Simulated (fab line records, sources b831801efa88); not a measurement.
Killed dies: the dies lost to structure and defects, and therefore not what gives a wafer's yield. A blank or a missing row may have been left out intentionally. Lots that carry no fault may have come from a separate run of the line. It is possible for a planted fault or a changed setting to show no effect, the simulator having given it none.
Matching of chambers + flow sky130 + SKY_LI_CONTACT_ETCH_15 on rie_diel-02 has 4 sister chambers
The step etches PSG in C4F8/O2/Ar, stops on Si, target depth 600 nm. 18 wafers are shown with their chamber, then 9 later ones without.

== WAFERS WITH THEIR CHAMBER ==
| wafer  | chamber | oes_product_au (a.u.) |
|--------|---------|-----------------------|
| L076.2 | 3       | 0.832                 |
| L076.4 | 1       | 0.834                 |
| L076.5 | 0       | 0.830                 |
| L085.1 | 3       | 0.836                 |
| L085.2 | 2       | 0.831                 |
| L085.5 | 1       | 0.833                 |
| L087.2 | 0       | 0.840                 |
| L087.3 | 2       | 0.835                 |
| L087.6 | 3       | 0.837                 |
| L086.3 | 0       | 0.838                 |
| L086.5 | 1       | 0.838                 |
| L086.6 | 2       | 0.845                 |
| L089.1 | 3       | 0.839                 |
| L089.2 | 0       | 0.839                 |
| L089.3 | 1       | 0.837                 |
| L089.4 | 2       | 0.837                 |
| L089.5 | 1       | 0.848                 |
| L089.6 | 2       | 0.834                 |

SIGNATURES (means of the wafers above)
| reading        | chamber 0 | chamber 1 | chamber 2 | chamber 3 | scatter within a chamber |
|----------------|-----------|-----------|-----------|-----------|--------------------------|
| oes_product_au | 0.83675   | 0.83800   | 0.83640   | 0.83600   | 0.00494                  |
Rule: for each reading, subtract the chamber's mean from the wafer's reading, divide by that reading's scatter and square the result; add these up over the readings and take the root, which gives the wafer's distance from the chamber. If the next closest chamber is less than 2 further off than the closest, the wafer can't be placed; otherwise it belongs to the closest. The scatter is the square root of a quotient: the sum, over the shown wafers, of each reading's squared deviation from its chamber's mean, divided by wafers minus chambers.

== WAFERS WHOSE CHAMBER IS MISSING ==
| wafer  | oes_product_au (a.u.) |
|--------|-----------------------|
| L091.3 | 0.837                 |
| L091.4 | 0.838                 |
| L091.5 | 0.838                 |
| L096.2 | 0.835                 |
| L096.3 | 0.836                 |
| L096.4 | 0.831                 |
| L097.3 | 0.834                 |
| L097.4 | 0.846                 |
| L097.5 | 0.843                 |

== EACH ONE'S CHAMBER ==
| wafer  | from the rows above               | in truth |
|--------|-----------------------------------|----------|
| L091.3 | can't be placed: 0 or 2 or 1 or 3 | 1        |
| L091.4 | can't be placed: 1 or 0 or 2 or 3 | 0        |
| L091.5 | can't be placed: 1 or 0 or 2 or 3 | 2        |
| L096.2 | can't be placed: 3 or 2 or 0 or 1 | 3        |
| L096.3 | can't be placed: 3 or 2 or 0 or 1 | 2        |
| L096.4 | can't be placed: 3 or 2 or 0 or 1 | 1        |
| L097.3 | can't be placed: 3 or 2 or 0 or 1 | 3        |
| L097.4 | can't be placed: 1 or 0 or 2 or 3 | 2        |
| L097.5 | can't be placed: 1 or 0 or 2 or 3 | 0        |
Correctly placed: 0 of 9. Cannot be placed on the basis of these rows: 9; the candidates contain the true chamber in 9. Number placed wrongly: 0.
